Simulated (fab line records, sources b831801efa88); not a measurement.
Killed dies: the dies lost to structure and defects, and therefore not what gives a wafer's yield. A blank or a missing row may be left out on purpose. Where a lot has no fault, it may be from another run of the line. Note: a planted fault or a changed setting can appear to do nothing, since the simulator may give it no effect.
The tool behind it: which one? || flow sky130 || at 1 step of a route of 708, 6 lots with 18 wafers sampled

## WHAT THE GAUGES READ, wafer by wafer
SKY_METAL2_CD_MEAS_15: target cd 140 nm.
{"lot": "L503", "measured": "day 35 14:46", "on": "cd_sem-01", "cd_nm (nm)": "138.5 137.3 140.0"}
{"lot": "L512", "measured": "day 38 16:47", "on": "cd_sem-02", "cd_nm (nm)": "141.6 139.5 140.5"}
{"lot": "L514", "measured": "day 39 09:41", "on": "cd_sem-02", "cd_nm (nm)": "140.5 141.6 138.3"}
{"lot": "L520", "measured": "day 40 18:35", "on": "cd_sem-01", "cd_nm (nm)": "137.4 138.7 137.8"}
{"lot": "L523", "measured": "day 41 12:40", "on": "cd_sem-01", "cd_nm (nm)": "137.5 138.2 138.1"}
{"lot": "L525", "measured": "day 42 00:20", "on": "cd_sem-01", "cd_nm (nm)": "139.2 140.7 139.6"}

## TOOL THAT RAN EACH LOT (tool first, then ch and the chambers of the sampled wafers, then the start)
No process step before these readings appears in the record.

## THE ANSWER, worked out from the rows above alone
Rule: what is usual is taken from the lots themselves. Put in order of their means at a reading, lots are off if they are a third of the lots or fewer, leave a main group of 4 or more, and stand apart from it by a gap of 3 or more times the standard deviation of the main group's means; of several such gaps the widest counts. If all means in a main group match to the digits the tables above print for the reading, that group is not used. A lot without any number at a reading at which 4 lots or more have one is off too. Any other lot the step has rows for is counted as sound.
None of the lots is off at any reading shown; this tells nothing.

## WHAT THE SIMULATOR HAD PUT IN
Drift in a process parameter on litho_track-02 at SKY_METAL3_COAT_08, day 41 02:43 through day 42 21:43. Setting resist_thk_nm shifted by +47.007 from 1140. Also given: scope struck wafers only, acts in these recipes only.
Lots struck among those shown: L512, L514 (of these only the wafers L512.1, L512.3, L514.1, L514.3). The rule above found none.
